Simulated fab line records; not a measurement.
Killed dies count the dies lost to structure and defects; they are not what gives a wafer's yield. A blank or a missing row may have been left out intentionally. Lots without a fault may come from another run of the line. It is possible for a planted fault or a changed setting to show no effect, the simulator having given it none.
Chamber matching	flow gf180mcu	GF_SAB_ETCH_11 on rieDiel-03 has 4 sister chambers
The step etches SiO2 in C4F8/O2/Ar, target depth 55 nm, time 8.5 s. 4 wafers are shown with their chamber, then 7 later ones without.

WAFERS PAIRED WITH THEIR CHAMBERS
wafer	chamber	oesProductAu (a.u.)
L652.6	0	0.997
L656.3	1	1.011
L657.1	3	0.992
L657.3	2	0.991

WAFERS WITH NO CHAMBER GIVEN
wafer	oesProductAu (a.u.)
L657.4	0.991
L661.1	0.998
L661.2	0.996
L661.5	0.998
L663.4	0.986
L663.5	0.992
L663.6	1.019

EACH ONE'S CHAMBER
wafer	from the rows above	in truth
L657.4	can't be placed: 2 or 3 or 0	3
L661.1	can't be placed: 0 or 3 or 2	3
L661.2	can't be placed: 0 or 3 or 2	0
L661.5	can't be placed: 0 or 3 or 2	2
L663.4	can't be placed: 2 or 3 or 0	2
L663.5	can't be placed: 3 or 2 or 0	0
L663.6	1	1
Placed correctly: 1 of 7. These rows do not allow placing 6 (true chamber among the candidates in 6). 0 placed wrongly.
How it was worked out, from the rows above alone: a wafer's distance from a chamber is the root of the sum, over the readings, of the square of ((its reading less the chamber's mean) divided by the reading's scatter). If the next closest chamber is less than 2 further off than the closest, the wafer can't be placed; otherwise it belongs to the closest. A chamber's mean is the mean of its shown wafers. The scatter: with one shown wafer a chamber, the root of the mean of the squares of how far each hidden wafer lies from its nearest shown one.
